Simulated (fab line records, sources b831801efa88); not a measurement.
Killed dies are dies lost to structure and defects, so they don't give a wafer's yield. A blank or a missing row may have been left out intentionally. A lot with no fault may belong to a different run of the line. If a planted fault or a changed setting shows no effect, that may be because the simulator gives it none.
fab line records | flow gf180mcu
[record] lots = 5 wafers = 15 last-day = 32
route steps=602 shown CONTACT@311 M1@315
lots untouched by any fault: they come from a run of this same line in which no faults occurred
start-h: start of the lot's first displayed wafer, in hours after the record's first day | wait-h: time in hours since the lot's previous step | " same as the row above | L1.1+2: one row covering several wafers at once | - no value present, or no start provided | * or withheld: withheld | < > ~ a bound
route shown NAME@n: a module of which the file shows steps, and the number in the route of the first | usual: mean/standard deviation taken from wafers without a fault | same: alike in all rows | chamber/n: place in a boat | sites: readings site by site | _std_site: standard deviation across them | _edge_site: mean of outer sites minus mean of inner sites | radius-mm: how far each site lies from the wafer's centre | mask NAME#n: copy n | behind: the tool/chamber that last shaped the wafer | hold: the reason the lot was held/the length of the hold in hours/how it ended | device: transistor that didn't switch, given as n, p or np | end of line: the same wafers' tests at the end of the route | for a step that has no rows: nothing shown but its recipe | killed: count of dies lost to structure and defects at first sort (not the wafer's yield) | map: dies across one wafer; x = killed, . = not, _ = none there
set.NAME: the setting as run; set.NAME@STEP: as run at that earlier step | model.NAME: the simulator's own value behind a step, which no gauge read
lots at some steps of the route; a table a step, a row a wafer
services: from which hour (start-h, from the record's first day; less than 0 if before it) a tool's chamber was out of use, for how many hours, and why
[[steps]]
[step GF_CONTACT_CVD_24]
[recipe] material = W target-thk-nm = 300 time-s = 90.339 temp-c = 400 pressure-torr = 40
[usual] chamber-pressure-Torr = 39.99/0.078 heater-power-w = 889/34
// columns lot.wafer tool chamber start-h wait-h chamber-pressure-Torr heater-power-w
L077.1 cvd-w-01 1 391.08 0.0 40.08 885
L077.3 " 0 " " 40.04 879
L077.4 " 1 " " 40.03 885
L085.1 cvd-w-01 1 463.01 0.0 39.87 900
L085.4 " 1 " " 40.05 917
L085.6 " 1 " " 40.08 899
L086.1 cvd-w-01 0 470.08 0.0 40.08 873
L086.2 " 1 " " 40.04 915
L086.4 " 0 " " 39.87 866
L087.1 cvd-w-01 0 483.07 0.0 40.08 876
L087.2 " 1 " " 40.00 894
L087.5 " 1 " " 39.99 935
L088.1 cvd-w-01 1 487.08 0.0 39.96 906
L088.3 " 1 " " 39.85 915
L088.6 " 0 " " 39.95 843
[step GF_CONTACT_RS_MEAS_25]
[recipe] thk-meas-gauge = four-point-probe reads = W_of_CONTACT_CVD_24+TiN_of_CONTACT_SPUTTER_23+Ti_of_CONTACT_SPUTTER_22
[usual] CONTACT_W_RS = 0.383/0.0044
// columns lot.wafer tool chamber start-h wait-h CONTACT_W_RS[ohm/sq]
L077.1 film-metro-04 - 391.18 0.1 0.377
L077.3 " - " " 0.374
L077.4 " - " " 0.374
L085.1 film-metro-02 - 463.11 0.1 0.386
L085.4 " - " " 0.383
L085.6 " - " " 0.382
L086.1 film-metro-02 - 470.18 0.1 0.380
L086.2 " - " " 0.379
L086.4 " - " " 0.376
L087.1 film-metro-04 - 483.17 0.1 0.379
L087.2 " - " " 0.383
L087.5 " - " " 0.387
L088.1 film-metro-03 - 487.18 0.1 0.382
L088.3 " - " " 0.379
L088.6 " - " " 0.373
[step GF_CONTACT_THK_MEAS_26]
[recipe] thk-meas-gauge = xrf reads = W_of_CONTACT_CVD_24
[usual] CONTACT_W_THK = 304/4.2
// columns lot.wafer tool chamber start-h wait-h CONTACT_W_THK[nm]
L077.1 film-metro-04 - 391.30 0.1 310
L077.3 " - " " 313
L077.4 " - " " 313
L085.1 film-metro-02 - 463.23 0.1 296
L085.4 " - " " 298
L085.6 " - " " 297
L086.1 film-metro-02 - 470.30 0.1 301
L086.2 " - " " 302
L086.4 " - " " 304
L087.1 film-metro-04 - 483.29 0.1 307
L087.2 " - " " 301
L087.5 " - " " 300
L088.1 film-metro-03 - 487.30 0.1 308
L088.3 " - " " 309
L088.6 " - " " 315
[step GF_CONTACT_CMP_27]
[recipe] stop-on = SiO2 down-force-psi = 3.5 platen-rpm = 60 t-overpolish-s = 15 target-thk-nm = 0 pad-velocity-m-s = 0.94248
[usual] motor-current-A = 11.3/1.3 overpolish-run-s = 14.999/0.0092 slurry-filter-dp-kPa = 13.51/0.14 time-to-endpoint-s = 72.6/2.6
// columns lot.wafer tool chamber start-h wait-h motor-current-A overpolish-run-s slurry-filter-dp-kPa time-to-endpoint-s
L077.3 cmp-01 3 391.41 0.1 11.2 15.007 13.39 76.3
L077.1 " 0 " " 9.4 15.001 13.40 69.7
L077.4 " 1 " " 11.2 14.994 13.51 75.3
L085.4 cmp-01 2 463.29 0.0 11.1 14.998 13.41 67.8
L085.1 " 0 " " 9.2 14.998 13.63 68.9
L085.6 " 2 " " 11.9 14.999 13.56 73.0
L086.1 cmp-01 2 470.41 0.1 11.4 15.010 13.48 68.8
L086.2 " 3 " " 11.6 15.004 13.37 75.8
L086.4 " 0 " " 9.3 14.995 13.16 74.8
L087.2 cmp-01 2 483.81 0.5 10.9 15.004 13.64 68.9
L087.1 " 3 " " 11.5 15.002 13.36 73.9
L087.5 " 0 " " 9.1 14.990 13.22 72.3
L088.1 cmp-01 1 487.36 0.1 11.8 15.017 13.19 72.7
L088.3 " 3 " " 11.4 14.996 13.59 73.2
L088.6 " 2 " " 11.3 15.008 13.45 71.8
[step GF_M1_SPUTTER_00]
[recipe] material = Ti target-thk-nm = 37.5 arriving-ion-energy-ev = 80 substrate-temp-c = 200 chamber-pressure-pa = 2 power-w = 4000 time-s = 150
[usual] throttle-valve-pct = 29.9/1
// columns lot.wafer tool chamber start-h wait-h throttle-valve-pct
L077.1 pvd-sputter-02 - 391.66 0.1 28.9
L077.3 " - " " 29.3
L077.4 " - " " 30.1
L085.1 pvd-sputter-01 - 463.59 0.1 28.8
L085.4 " - " " 29.5
L085.6 " - " " 29.1
L086.1 pvd-sputter-03 - 470.66 0.2 31.9
L086.2 " - " " 30.1
L086.4 " - " " 31.4
L087.1 pvd-sputter-03 - 484.01 0.1 29.7
L087.2 " - " " 30.1
L087.5 " - " " 31.7
L088.1 pvd-sputter-03 - 487.66 0.2 30.2
L088.3 " - " " 31.7
L088.6 " - " " 31.7
[step GF_M1_SPUTTER_01]
[recipe] material = TiN target-thk-nm = 30 power-w = 6500 time-s = 25 chamber-pressure-pa = 0.4
[usual] throttle-valve-pct = 29.9/0.98
// columns lot.wafer tool chamber start-h wait-h throttle-valve-pct
L077.1 pvd-sputter-02 - 391.76 0.1 28.5
L077.3 " - " " 29.4
L077.4 " - " " 30.2
L085.1 pvd-sputter-01 - 463.69 0.1 28.6
L085.4 " - " " 29.4
L085.6 " - " " 29.4
L086.1 pvd-sputter-03 - 470.76 0.1 31.8
L086.2 " - " " 30.3
L086.4 " - " " 31.6
L087.1 pvd-sputter-03 - 484.11 0.1 29.6
L087.2 " - " " 29.9
L087.5 " - " " 31.9
L088.1 pvd-sputter-03 - 487.76 0.1 30.3
L088.3 " - " " 31.8
L088.6 " - " " 31.5
[step GF_M1_SPUTTER_02]
[recipe] material = AlCu target-thk-nm = 450 power-w = 10600 time-s = 23.9 chamber-pressure-pa = 0.4
[usual] throttle-valve-pct = 29.9/1
// columns lot.wafer tool chamber start-h wait-h throttle-valve-pct
L077.1 pvd-sputter-02 - 391.79 0.0 28.7
L077.3 " - " " 29.5
L077.4 " - " " 30.1
L085.1 pvd-sputter-01 - 463.72 0.0 28.5
L085.4 " - " " 29.3
L085.6 " - " " 29.3
L086.1 pvd-sputter-03 - 470.79 0.0 32.0
L086.2 " - " " 30.2
L086.4 " - " " 31.5
L087.1 pvd-sputter-03 - 484.14 0.0 29.7
L087.2 " - " " 30.2
L087.5 " - " " 31.9
L088.1 pvd-sputter-03 - 487.79 0.0 30.0
L088.3 " - " " 31.8
L088.6 " - " " 31.5
[step GF_M1_SPUTTER_03]
[recipe] material = Ti target-thk-nm = 10 substrate-temp-c = 300 chamber-pressure-pa = 0.3 power-w = 3000 time-s = 6.7
[usual] throttle-valve-pct = 29.9/1
// columns lot.wafer tool chamber start-h wait-h throttle-valve-pct
L077.1 pvd-sputter-02 - 391.82 0.0 28.6
L077.3 " - " " 29.5
L077.4 " - " " 30.1
L085.1 pvd-sputter-01 - 463.75 0.0 28.7
L085.4 " - " " 29.4
L085.6 " - " " 29.2
L086.1 pvd-sputter-03 - 470.82 0.0 31.8
L086.2 " - " " 30.4
L086.4 " - " " 31.8
L087.1 pvd-sputter-03 - 484.17 0.0 30.1
L087.2 " - " " 30.2
L087.5 " - " " 32.0
L088.1 pvd-sputter-03 - 487.82 0.0 30.2
L088.3 " - " " 31.8
L088.6 " - " " 31.7
[step GF_M1_SPUTTER_04]
[recipe] material = TiN target-thk-nm = 50 power-w = 6500 time-s = 41.7 chamber-pressure-pa = 0.4
[usual] throttle-valve-pct = 29.9/0.99
// columns lot.wafer tool chamber start-h wait-h throttle-valve-pct
L077.1 pvd-sputter-02 - 391.84 0.0 28.7
L077.3 " - " " 29.2
L077.4 " - " " 30.1
L085.1 pvd-sputter-01 - 463.77 0.0 28.9
L085.4 " - " " 29.5
L085.6 " - " " 29.4
L086.1 pvd-sputter-03 - 470.84 0.0 31.6
L086.2 " - " " 30.6
L086.4 " - " " 31.4
L087.1 pvd-sputter-03 - 484.19 0.0 29.8
L087.2 " - " " 30.2
L087.5 " - " " 32.1
L088.1 pvd-sputter-03 - 487.84 0.0 30.1
L088.3 " - " " 32.0
L088.6 " - " " 31.4
[step GF_M1_RS_MEAS_05]
[recipe] thk-meas-gauge = four-point-probe reads = TiN_of_M1_SPUTTER_04+Ti_of_M1_SPUTTER_03+AlCu_of_M1_SPUTTER_02+TiN_of_M1_SPUTTER_01+Ti_of_M1_SPUTTER_00
[usual] M1_ALCU_RS = 0.0695/0.00079
// columns lot.wafer tool chamber start-h wait-h M1_ALCU_RS[ohm/sq]
L077.1 film-metro-01 - 391.88 0.0 0.0691
L077.3 " - " " 0.0702
L077.4 " - " " 0.0697
L085.1 film-metro-03 - 463.81 0.0 0.0685
L085.4 " - " " 0.0693
L085.6 " - " " 0.0697
L086.1 film-metro-04 - 470.88 0.0 0.0699
L086.2 " - " " 0.0695
L086.4 " - " " 0.0691
L087.1 film-metro-01 - 484.23 0.0 0.0697
L087.2 " - " " 0.0703
L087.5 " - " " 0.0701
L088.1 film-metro-04 - 487.88 0.0 0.0698
L088.3 " - " " 0.0704
L088.6 " - " " 0.0690
[step GF_M1_THK_MEAS_06]
[recipe] thk-meas-gauge = xrf reads = AlCu_of_M1_SPUTTER_02
[usual] M1_ALCU_THK = 451/5.7
// columns lot.wafer tool chamber start-h wait-h M1_ALCU_THK[nm]
L077.1 film-metro-01 - 392.00 0.1 454
L077.3 " - " " 446
L077.4 " - " " 449
L085.1 film-metro-03 - 463.93 0.1 457
L085.4 " - " " 452
L085.6 " - " " 447
L086.1 film-metro-04 - 471.00 0.1 451
L086.2 " - " " 457
L086.4 " - " " 455
L087.1 film-metro-01 - 484.35 0.1 450
L087.2 " - " " 445
L087.5 " - " " 446
L088.1 film-metro-04 - 488.00 0.1 450
L088.3 " - " " 448
L088.6 " - " " 456
[step GF_M1_DEHYDRATE_07]
[recipe] temp-c = 200 time-s = 60
// columns lot.wafer tool chamber start-h wait-h
L077.1+3+4 litho-track-02 0 402.99 11.0
L085.1+4+6 litho-track-04 0 475.39 11.4
L086.1+2+4 litho-track-01 0 482.34 11.3
L087.1+2+5 litho-track-02 0 495.44 11.1
L088.1+3+6 litho-track-01 0 499.04 11.0
[step GF_M1_HMDS_08]
[recipe] prime-time-s = 60 prime-temp-c = 120
// columns lot.wafer tool chamber start-h wait-h
L077.1+3+4 litho-track-02 0 403.14 0.1
L085.1+4+6 litho-track-04 0 475.54 0.1
L086.1+2+4 litho-track-01 0 482.49 0.1
L087.1+2+5 litho-track-02 0 495.59 0.1
L088.1+3+6 litho-track-01 0 499.19 0.1
[step GF_M1_COAT_09]
[recipe] resist = KrF spin-rpm = withheld resist-thk-nm = 1000
// columns lot.wafer tool chamber start-h wait-h
L077.1+3+4 litho-track-02 0 403.29 0.1
L085.1+4+6 litho-track-04 0 475.69 0.1
L086.1+2+4 litho-track-01 0 482.64 0.1
L087.1+2+5 litho-track-02 0 495.74 0.1
L088.1+3+6 litho-track-01 0 499.34 0.1
[step GF_M1_SOFTBAKE_10]
[recipe] temp-c = 130 time-s = 60 resist = KrF
// columns lot.wafer tool chamber start-h wait-h
L077.1+3+4 litho-track-02 0 403.44 0.1
L085.1+4+6 litho-track-04 0 475.84 0.1
L086.1+2+4 litho-track-01 0 482.79 0.1
L087.1+2+5 litho-track-02 0 495.89 0.1
L088.1+3+6 litho-track-01 0 499.49 0.1
[step GF_M1_EXPOSE_11]
[recipe] mask-id = Metal1 target-cd-nm = 230 na = 0.68 source-shape = conventional sigma-outer = 0.6 dose-mj = 28
// columns lot.wafer tool chamber start-h wait-h mask
L077.1+3+4 krf-scanner-01 0 - - Metal1#0
L085.1+4+6 krf-scanner-02 0 - - Metal1#0
L086.1+2+4 krf-scanner-02 0 - - Metal1#0
L087.1+2+5 krf-scanner-01 0 - - Metal1#0
L088.1+3+6 krf-scanner-02 0 - - Metal1#0
[[services]]
// columns tool chamber start-h hours kind
krf-scanner-02 - 368.59 1.3 pm
krf-scanner-02 - 369.89 3.6 pm
cmp-01 - 374.65 1.2 repair
krf-scanner-02 - 385.09 3.0 pm
pvd-sputter-02 3 391.88 - consumable-replace:kit
pvd-sputter-02 3 391.88 18.0 scheduled-down
pvd-sputter-02 3 391.88 18.0 vent-cycle
krf-scanner-02 0 394.98 - calibration
krf-scanner-01 - 402.24 1.3 pm
cvd-w-01 - 407.15 1.5 repair
krf-scanner-02 - 409.37 1.0 pm
cmp-01 - 412.22 0.5 repair
litho-track-04 - 419.82 - consumable-replace:filter
krf-scanner-01 - 421.58 1.0 pm
pvd-sputter-03 - 429.35 4.6 repair
krf-scanner-02 - 439.40 0.8 pm
cvd-w-01 0 443.35 2.3 repair
pvd-sputter-03 - 448.47 5.8 repair
pvd-sputter-01 - 449.63 1.9 repair
cvd-w-01 - 455.28 3.7 repair
krf-scanner-01 - 461.43 3.6 pm
krf-scanner-01 - 485.25 0.8 pm
pvd-sputter-03 - 489.49 5.9 repair
pvd-sputter-01 - 496.08 0.5 repair
[[key]]
fault none
